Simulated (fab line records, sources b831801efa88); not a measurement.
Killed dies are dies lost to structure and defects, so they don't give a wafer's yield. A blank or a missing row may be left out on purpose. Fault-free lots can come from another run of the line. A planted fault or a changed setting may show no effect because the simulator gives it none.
Chamber matching / flow sky130 / 4 sister chambers for SKY_PAD_OPEN_ETCH_07 on rie diel-03
The step etches the open film in CF4/O2, stops on AlCu, target depth 725 nm, time 161.1 s. 4 wafers are shown with their chamber, then 9 later ones without.

== WAFERS PAIRED WITH THEIR CHAMBERS ==
wafer=L084.5; chamber=3; oes product au (a.u.)=0.978
wafer=L087.3; chamber=2; oes product au (a.u.)=0.963
wafer=L089.5; chamber=0; oes product au (a.u.)=0.987
wafer=L089.6; chamber=1; oes product au (a.u.)=0.974

== WAFERS WITHOUT THEIR CHAMBER ==
wafer=L091.1; oes product au (a.u.)=0.975
wafer=L091.3; oes product au (a.u.)=0.971
wafer=L091.5; oes product au (a.u.)=0.977
wafer=L094.1; oes product au (a.u.)=0.968
wafer=L094.2; oes product au (a.u.)=0.969
wafer=L094.6; oes product au (a.u.)=0.970
wafer=L097.1; oes product au (a.u.)=0.962
wafer=L097.2; oes product au (a.u.)=0.965
wafer=L097.3; oes product au (a.u.)=0.958

== THE CHAMBER EACH PASSED THROUGH ==
wafer=L091.1; from the rows above=can't be placed: 1 or 3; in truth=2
wafer=L091.3; from the rows above=can't be placed: 1 or 3 or 2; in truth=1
wafer=L091.5; from the rows above=can't be placed: 3 or 1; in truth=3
wafer=L094.1; from the rows above=can't be placed: 2 or 1 or 3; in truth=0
wafer=L094.2; from the rows above=can't be placed: 1 or 2 or 3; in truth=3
wafer=L094.6; from the rows above=can't be placed: 1 or 2 or 3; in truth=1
wafer=L097.1; from the rows above=2; in truth=2
wafer=L097.2; from the rows above=2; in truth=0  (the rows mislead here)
wafer=L097.3; from the rows above=2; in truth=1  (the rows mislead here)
1 of 9 placed correctly. Can't be placed from these rows: 6 (the true chamber is among the candidates in 4). Wrongly placed: 2.
How it was worked out, from the rows above alone: a wafer's distance from a chamber is the root of the sum, over the readings, of the square of ((its reading less the chamber's mean) divided by the reading's scatter). If the next closest chamber is less than 2 further off than the closest, the wafer can't be placed; otherwise it belongs to the closest. A chamber's mean is the mean of its shown wafers. The scatter: with one shown wafer a chamber, the root of the mean of the squares of how far each hidden wafer lies from its nearest shown one.
